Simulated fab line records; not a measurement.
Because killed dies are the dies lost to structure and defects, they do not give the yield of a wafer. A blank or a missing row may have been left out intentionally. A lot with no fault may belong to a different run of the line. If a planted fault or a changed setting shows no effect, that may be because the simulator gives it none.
Chamber matching + flow gf180mcu + GF_V3_ETCH_16 on rieDiel-04: 4 sister chambers
The step etches BARC in N2/H2. 4 wafers are shown with their chamber, then 9 later ones without.

## WAFERS WITH THEIR CHAMBER
| wafer  | chamber | drypumpMotorCurrentA (A) |
|--------|---------|--------------------------|
| L084.3 | 1       | 5.4                      |
| L089.4 | 0       | 6.0                      |
| L089.5 | 3       | 6.1                      |
| L089.6 | 2       | 6.0                      |

## WAFERS WHOSE CHAMBER IS MISSING
| wafer  | drypumpMotorCurrentA (A) |
|--------|--------------------------|
| L092.1 | 6.0                      |
| L092.2 | 6.0                      |
| L092.6 | 5.9                      |
| L094.2 | 5.9                      |
| L094.5 | 6.0                      |
| L094.6 | 5.4                      |
| L096.1 | 5.4                      |
| L096.2 | 6.0                      |
| L096.6 | 6.0                      |

## THE CHAMBER EACH PASSED THROUGH
| wafer  | from the rows above     | in truth |
|--------|-------------------------|----------|
| L092.1 | can't be placed: 0 or 2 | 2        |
| L092.2 | can't be placed: 0 or 2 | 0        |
| L092.6 | can't be placed: 0 or 2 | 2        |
| L094.2 | can't be placed: 0 or 2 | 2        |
| L094.5 | can't be placed: 0 or 2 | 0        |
| L094.6 | 1                       | 1        |
| L096.1 | 1                       | 1        |
| L096.2 | can't be placed: 0 or 2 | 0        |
| L096.6 | can't be placed: 0 or 2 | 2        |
Correct placement for 2 of the 9. From these rows, 7 cannot be placed; in 7 the true chamber is one of the candidates. Number placed wrongly: 0.
How it was worked out, from the rows above alone: a wafer's distance from a chamber is the root of the sum, over the readings, of the square of ((its reading less the chamber's mean) divided by the reading's scatter). If the next closest chamber is less than 2 further off than the closest, the wafer can't be placed; otherwise it belongs to the closest. For every chamber, the mean is computed from those of its wafers that are shown. The scatter: with one shown wafer a chamber, the root of the mean of the squares of how far each hidden wafer lies from its nearest shown one.
